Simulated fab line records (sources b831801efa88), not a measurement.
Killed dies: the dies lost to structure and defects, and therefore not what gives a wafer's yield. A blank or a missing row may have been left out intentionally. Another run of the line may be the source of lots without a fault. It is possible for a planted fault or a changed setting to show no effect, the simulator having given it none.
fab line records	flow gf180mcu
[record] lots = 15	wafers = 45	last_day = 34
route steps=602 shown DUAL_GATE@144 HV_LDD@213
lots that met no fault: taken from a fault-free run of the same line
start_h: the number of hours between the record's first day and the start of the first shown wafer of the lot	wait_h: hours elapsed since this lot's preceding step	" the same as in the row above	L1.1+2: a single row standing in for several wafers	- no value present, or no start provided	* or withheld: withheld	< > ~ a bound
route shown NAME@n: NAME is a module with steps in the file, n the number in the route of the first one	usual: mean/standard deviation of fault-free wafers	same: alike in all rows	chamber/n: place in a boat	sites: each site's reading	_std_site: standard deviation across them	_edge_site: mean of outer sites minus mean of inner sites	radius_mm: for every site, how far away it sits from the centre of the wafer	mask NAME#n: copy n	behind: the most recent tool/chamber to have shaped the wafer	hold: reason for holding the lot/hours on hold/outcome of the hold	device: transistor that didn't switch, given as n, p or np	end of line: tests of these same wafers at the route's end	a step with no rows: only its recipe	killed: the dies lost at the first sort to structure and to defects; this is not the yield of the wafer	map: shows each die of a wafer: x if killed, . if not, _ if none is there
set.NAME: the setting the step ran with; set.NAME@STEP: the setting that earlier step ran with	model.NAME: the simulator's own value behind a step, which no gauge read
steps of the route over a sample of lots; a table a step, a row a wafer
services: when a tool's chamber went out of use (start_h, in hours from the record's first day, below 0 if earlier), for how many hours, and the reason
[[steps]]
[step GF_DUAL_GATE_THK_MEAS_03]
[recipe] reads = SiO2_of_DUAL_GATE_OXIDATION_02
[usual] DUAL_GATE_OXIDATION_00_THK = 10.87/0.2
lot.wafer	tool	chamber	start_h	wait_h	DUAL_GATE_OXIDATION_00_THK[nm]
L280.2	film_metro-03	-	172.97	0.0	10.73
L280.3	"	-	"	"	10.95
L280.6	"	-	"	"	10.77
L281.1	film_metro-03	-	180.73	0.0	10.87
L281.3	"	-	"	"	10.80
L281.6	"	-	"	"	11.09
L282.1	film_metro-02	-	187.96	0.0	10.91
L282.3	"	-	"	"	10.91
L282.4	"	-	"	"	10.92
L285.2	film_metro-02	-	207.97	0.0	10.78
L285.3	"	-	"	"	10.93
L285.6	"	-	"	"	10.56
L287.4	film_metro-02	-	217.43	0.0	10.92
L287.5	"	-	"	"	10.96
L287.6	"	-	"	"	11.12
L288.1	film_metro-04	-	225.80	0.0	10.32
L288.2	"	-	"	"	10.11
L288.3	"	-	"	"	10.24
L289.3	film_metro-03	-	234.14	0.0	10.64
L289.4	"	-	"	"	10.78
L289.6	"	-	"	"	10.61
L293.3	film_metro-04	-	259.85	0.0	11.03
L293.4	"	-	"	"	11.06
L293.6	"	-	"	"	11.24
L294.1	film_metro-03	-	263.33	0.0	10.79
L294.5	"	-	"	"	10.84
L294.6	"	-	"	"	10.97
L295.1	film_metro-02	-	272.96	0.0	10.90
L295.3	"	-	"	"	10.87
L295.4	"	-	"	"	11.12
L296.1	film_metro-03	-	279.69	0.0	10.71
L296.2	"	-	"	"	10.50
L296.4	"	-	"	"	10.74
L297.1	film_metro-04	-	287.16	0.0	11.12
L297.3	"	-	"	"	11.13
L297.6	"	-	"	"	10.99
L298.3	film_metro-02	-	293.94	0.0	10.91
L298.4	"	-	"	"	10.84
L298.6	"	-	"	"	10.82
L299.1	film_metro-02	-	304.24	0.0	10.78
L299.3	"	-	"	"	10.83
L299.6	"	-	"	"	10.77
L301.3	film_metro-04	-	315.45	0.0	10.92
L301.4	"	-	"	"	10.88
L301.5	"	-	"	"	10.94
[step GF_HV_LDD_STRIP_37]
[recipe] chemistry = O2/N2	power_w = 1400	pressure_mtorr = 1500	platen_temp_c = 250	o2_flow_sccm = 3000	n2_flow_sccm = 300	overash_fraction = 0.5
[usual] drypump_motor_current_A = 5.5/0.61	heater_power_w = 331/34	oes_product_au = 0.716/0.005	strip_time_to_endpoint_s = 12.63/0.037
lot.wafer	tool	chamber	start_h	wait_h	drypump_motor_current_A	heater_power_w	oes_product_au	rf_hours_counter_h	strip_time_to_endpoint_s
L280.2	plasma_asher-04	0	266.94	0.1	5.8	276	0.726	50	12.61
L280.3	"	0	"	"	5.8	273	0.718	-	12.63
L280.6	"	0	"	"	5.8	275	0.709	-	12.65
L281.1	plasma_asher-04	1	275.03	0.1	4.8	332	0.714	51	12.65
L281.3	"	0	"	"	5.8	278	0.708	-	12.63
L281.6	"	1	"	"	4.8	325	0.717	-	12.67
L282.1	plasma_asher-02	0	284.27	0.1	6.0	386	0.719	65	12.62
L282.3	"	0	"	"	6.0	375	0.715	-	12.62
L282.4	"	1	"	"	4.7	371	0.717	-	12.61
L285.2	plasma_asher-02	1	309.07	0.1	4.7	364	0.713	68	12.61
L285.3	"	0	"	"	6.0	382	0.716	-	12.65
L285.6	"	0	"	"	6.0	376	0.716	-	12.62
L287.4	plasma_asher-04	0	317.95	0.1	5.8	278	0.717	-	12.58
L287.5	"	0	"	"	5.8	270	0.722	-	12.66
L287.6	"	1	"	"	4.8	323	0.721	-	12.62
L288.1	plasma_asher-01	1	330.52	0.1	5.2	322	0.716	21	12.58
L288.2	"	0	"	"	6.4	339	0.719	21	12.57
L288.3	"	0	"	"	6.4	334	0.718	-	12.60
L289.3	plasma_asher-04	1	338.72	0.1	4.9	333	0.716	-	12.72
L289.4	"	0	"	"	5.8	275	0.713	-	12.71
L289.6	"	0	"	"	5.8	275	0.714	-	12.68
L293.3	plasma_asher-01	0	369.50	0.1	6.4	331	0.708	-	12.58
L293.4	"	1	"	"	5.2	329	0.715	-	12.53
L293.6	"	1	"	"	5.2	333	0.724	-	12.56
L294.1	plasma_asher-04	1	374.53	0.1	4.9	336	0.727	60	12.63
L294.5	"	0	"	"	5.8	283	0.718	-	12.60
L294.6	"	1	"	"	4.8	331	0.716	-	12.64
L295.1	plasma_asher-04	1	385.22	0.1	4.8	333	0.720	61	12.63
L295.3	"	0	"	"	5.8	274	0.721	-	12.62
L295.4	"	1	"	"	4.8	322	0.718	-	12.64
L296.1	plasma_asher-04	0	392.74	0.1	5.8	272	0.725	62	12.65
L296.2	"	1	"	"	4.9	320	0.719	62	12.63
L296.4	"	0	"	"	5.8	275	0.712	-	12.66
L297.1	plasma_asher-02	0	403.88	0.1	6.0	376	0.717	79	12.68
L297.3	"	1	"	"	4.7	370	0.710	-	12.65
L297.6	"	1	"	"	4.7	362	0.721	-	12.65
L298.3	plasma_asher-02	1	412.26	0.1	4.7	366	0.710	-	12.65
L298.4	"	0	"	"	6.0	382	0.717	-	12.60
L298.6	"	1	"	"	4.7	363	0.719	-	12.60
L299.1	plasma_asher-01	1	420.98	0.1	5.2	324	0.718	29	12.60
L299.3	"	0	"	"	6.4	330	0.716	-	12.61
L299.6	"	1	"	"	5.2	331	0.715	-	12.59
L301.3	plasma_asher-02	1	434.01	0.1	4.7	381	0.722	-	12.60
L301.4	"	0	"	"	6.0	363	0.704	-	12.60
L301.5	"	0	"	"	6.0	360	0.724	-	12.61
[step GF_HV_LDD_RTA_52]
[recipe] temp_c = 1000	time_s = 10	ambient = N2
[usual] lamp_power_pct = 34/3.1	wafer_temp_C_max = 1006.1/2
lot.wafer	tool	chamber	start_h	wait_h	lamp_power_pct	wafer_temp_C_max
L280.2	rtp_anneal-01	0	287.16	0.0	38	1009.3
L280.3	"	0	"	"	38	1010.2
L280.6	"	0	"	"	38	1007.2
L281.1	rtp_anneal-02	0	294.89	0.0	32	1005.2
L281.3	"	0	"	"	32	1003.9
L281.6	"	0	"	"	32	1004.8
L282.1	rtp_anneal-02	0	305.28	0.0	32	1003.5
L282.3	"	0	"	"	32	1006.1
L282.4	"	0	"	"	32	1004.2
L285.2	rtp_anneal-01	0	329.99	0.0	38	1007.3
L285.3	"	0	"	"	38	1008.3
L285.6	"	0	"	"	38	1007.3
L287.4	rtp_anneal-02	0	338.56	0.0	32	1006.3
L287.5	"	0	"	"	32	1005.5
L287.6	"	0	"	"	32	1004.3
L288.1	rtp_anneal-01	0	351.98	0.0	38	1007.0
L288.2	"	0	"	"	38	1006.7
L288.3	"	0	"	"	38	1008.4
L289.3	rtp_anneal-02	0	360.54	0.0	32	1004.9
L289.4	"	0	"	"	32	1005.3
L289.6	"	0	"	"	32	1004.0
L293.3	rtp_anneal-02	0	392.90	0.0	32	1004.1
L293.4	"	0	"	"	32	1005.4
L293.6	"	0	"	"	32	1005.5
L294.1	rtp_anneal-02	0	398.40	0.0	32	1005.2
L294.5	"	0	"	"	32	1006.1
L294.6	"	0	"	"	32	1005.7
L295.1	rtp_anneal-02	0	408.95	0.0	32	1005.4
L295.3	"	0	"	"	32	1002.7
L295.4	"	0	"	"	32	1004.2
L296.1	rtp_anneal-02	0	416.00	0.0	32	1005.1
L296.2	"	0	"	"	32	1006.3
L296.4	"	0	"	"	32	1005.8
L297.1	rtp_anneal-01	0	428.10	0.0	38	1006.9
L297.3	"	0	"	"	38	1008.0
L297.6	"	0	"	"	38	1007.9
L298.3	rtp_anneal-02	0	437.36	0.0	32	1003.1
L298.4	"	0	"	"	32	1005.2
L298.6	"	0	"	"	32	1004.7
L299.1	rtp_anneal-02	0	445.65	0.0	32	1003.4
L299.3	"	0	"	"	32	1004.7
L299.6	"	0	"	"	32	1003.4
L301.3	rtp_anneal-01	0	459.19	0.0	38	1011.5
L301.4	"	0	"	"	38	1008.7
L301.5	"	0	"	"	38	1007.9
[step GF_HV_LDD_CVD_54]
[recipe] material = SiO2	target_thk_nm = 10	precursor = TEOS	temp_c = 680	time_s = 75	pressure_mtorr = 400
[usual] pressure_mtorr = 399.9/0.74	spike_tc_bottom_C = 699.2/0.99	spike_tc_centre_C = 680.6/1.1	spike_tc_top_C = 696.0/2	zone_power_lower_pct = 11.2/1.5
lot.wafer	tool	chamber	start_h	wait_h	pressure_mtorr	spike_tc_bottom_C	spike_tc_centre_C	spike_tc_top_C	zone_power_lower_pct
L280.2	lpcvd-01	0	287.33	0.1	399.6	700.0	680.3	698.9	11.6
L280.3	"	0	"	"	399.8	699.9	680.4	697.9	11.8
L280.6	"	0	"	"	400.2	700.4	682.8	697.1	11.7
L281.1	lpcvd-01	0	295.08	0.1	401.4	701.1	680.9	697.7	11.6
L281.3	"	0	"	"	401.0	699.5	679.2	696.9	11.6
L281.6	"	0	"	"	400.6	699.7	681.1	698.1	11.7
L282.1	lpcvd-01	0	305.47	0.1	399.4	699.6	680.5	695.1	11.7
L282.3	"	0	"	"	400.2	700.7	680.3	698.3	12.1
L282.4	"	0	"	"	401.3	700.1	681.6	697.8	11.6
L285.2	lpcvd-01	0	330.17	0.1	399.6	700.4	680.8	699.1	11.6
L285.3	"	0	"	"	399.8	699.9	682.0	697.2	11.7
L285.6	"	0	"	"	401.5	700.4	681.2	696.7	11.7
L287.4	lpcvd-01	0	338.72	0.0	-	-	-	-	-
L287.5	"	0	"	"	-	-	-	-	-
L287.6	"	0	"	"	-	-	-	-	-
L288.1	lpcvd-02	0	352.17	0.1	-	-	-	-	-
L288.2	"	0	"	"	-	-	-	-	-
L288.3	"	0	"	"	-	-	-	-	-
L289.3	lpcvd-02	0	360.71	0.1	-	-	-	-	-
L289.4	"	0	"	"	-	-	-	-	-
L289.6	"	0	"	"	-	-	-	-	-
L293.3	lpcvd-01	0	393.10	0.1	400.2	698.5	681.4	696.9	11.7
L293.4	"	0	"	"	398.6	699.7	680.4	697.7	11.5
L293.6	"	0	"	"	398.3	698.9	681.5	697.0	11.7
L294.1	lpcvd-02	1	398.58	0.1	400.9	700.1	678.5	694.9	10.4
L294.5	"	1	"	"	400.1	699.1	678.9	695.4	10.0
L294.6	"	1	"	"	400.8	699.7	680.2	696.3	10.1
L295.1	lpcvd-02	1	409.13	0.1	399.4	699.8	676.9	695.6	10.1
L295.3	"	1	"	"	399.4	698.3	681.6	696.0	10.2
L295.4	"	1	"	"	399.5	700.1	680.8	697.2	10.3
L296.1	lpcvd-02	1	416.18	0.1	399.8	700.0	680.1	695.5	10.0
L296.2	"	1	"	"	399.6	699.6	678.8	696.4	10.1
L296.4	"	1	"	"	400.0	699.0	680.4	694.5	10.2
L297.1	lpcvd-02	0	428.28	0.1	399.6	698.3	680.6	694.0	13.7
L297.3	"	0	"	"	399.5	698.4	680.4	693.4	13.6
L297.6	"	0	"	"	399.0	698.1	680.8	693.1	13.5
L298.3	lpcvd-01	1	437.52	0.1	400.9	699.1	681.3	696.4	9.4
L298.4	"	1	"	"	400.0	700.0	681.2	696.8	9.4
L298.6	"	1	"	"	399.4	697.6	680.8	695.7	9.3
L299.1	lpcvd-02	0	445.83	0.1	399.5	697.2	680.9	692.4	13.5
L299.3	"	0	"	"	399.9	699.2	681.4	692.2	13.8
L299.6	"	0	"	"	399.3	698.1	680.6	693.3	13.5
L301.3	lpcvd-02	1	459.36	0.1	399.2	699.1	681.0	695.9	10.1
L301.4	"	1	"	"	400.2	699.3	680.8	694.6	10.0
L301.5	"	1	"	"	398.7	699.1	680.1	697.0	10.3
[[services]]
tool	chamber	start_h	hours	kind
plasma_asher-01	-	272.40	5.1	repair
lpcvd-02	-	331.08	2.0	repair
plasma_asher-01	-	343.06	2.8	pm
plasma_asher-01	-	353.56	8.5	repair
plasma_asher-04	-	354.21	15.6	pm
rtp_anneal-02	-	401.05	1.0	pm
plasma_asher-02	-	421.28	9.0	pm
plasma_asher-02	0	421.28	9.0	vent_cycle
plasma_asher-02	1	421.28	9.0	vent_cycle
plasma_asher-02	0	430.28	-	clean
plasma_asher-02	1	430.28	-	clean
plasma_asher-04	-	433.27	3.8	repair
plasma_asher-04	-	447.26	1.8	repair
lpcvd-01	-	450.63	6.0	pm
[[key]]
[first_sign] step = GF_HV_LDD_CVD_54	reading = tool_record	direction = missing
effect none on later readings
met_at GF_HV_LDD_CVD_54
struck_lots L287,L288,L289
later_rows_left_out L287.4,L287.5,L287.6,L288.1,L288.2,L288.3,L289.3,L289.4,L289.6
sort_left_out L287.4,L287.5,L287.6,L288.1,L288.2,L288.3,L289.3,L289.4,L289.6
tester_left_out L287,L288,L289
not_acting_at GF_DUAL_GATE_THK_MEAS_03,GF_HV_LDD_STRIP_37,GF_HV_LDD_RTA_52
onset_between 330.17 338.72
[fault] kind = skipped_step_whole	tool = lpcvd-01,lpcvd-02	chamber = -	onset_h = 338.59	steps = GF_HV_LDD_CVD_54	scope = struck_lots_only
// tester_left_out: of these lots the tester's yield and bins aren't shown, on N5 and GAA mostly nor the transistor test; their killed dies are dies lost to structure and defects alone, not to doping, threshold or leakage, so they don't give the yield
// sort_left_out: the simulated sort isn't trusted on such a fault, so these wafers' sort isn't shown, and their yield isn't known
// later_rows_left_out: the simulator's readings of these wafers behind a module that went badly wrong aren't trusted and aren't shown, but for the sort
